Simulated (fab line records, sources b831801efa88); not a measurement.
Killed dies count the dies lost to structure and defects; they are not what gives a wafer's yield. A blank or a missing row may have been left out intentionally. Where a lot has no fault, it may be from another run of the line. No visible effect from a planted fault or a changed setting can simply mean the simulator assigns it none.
Chamber matching ; flow sfqLine ; SFQ_TRILAYER_I3_DEP_PECVD_081 on pecvd-02: 3 sister chambers
The step deposits SiO2 from SiH4/N2O, time 111.11 s, target thk 500 nm. 3 wafers are shown with their chamber, then 8 later ones without.

WAFERS WITH THEIR CHAMBER
wafer;chamber;throttleValvePct (%)
L696.3;1;26.6
L698.3;0;24.0
L711.1;2;24.5

WAFERS WITH NO CHAMBER GIVEN
wafer;throttleValvePct (%)
L711.2;24.1
L711.3;27.5
L713.1;27.6
L713.5;24.4
L713.6;28.0
L714.1;27.8
L714.4;24.2
L714.5;27.8

WHICH CHAMBER EACH ONE RAN IN
wafer;from the rows above;in truth
L711.2;can't be placed: 0 or 2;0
L711.3;1;1
L713.1;1;1
L713.5;can't be placed: 2 or 0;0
L713.6;1;1
L714.1;1;1
L714.4;can't be placed: 0 or 2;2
L714.5;1;1
Correctly placed: 5 of 8. Unplaceable from these rows: 3, with the true chamber sitting among the candidates in 3. Placed wrongly: 0.
How it was worked out, from the rows above alone: a wafer's distance from a chamber is the root of the sum, over the readings, of the square of ((its reading less the chamber's mean) divided by the reading's scatter). If the next closest chamber is less than 2 further off than the closest, the wafer can't be placed; otherwise it belongs to the closest. A chamber's mean is the mean of its shown wafers. The scatter: root of mean squared gap, hidden wafer to nearest shown wafer, with one shown wafer a chamber.
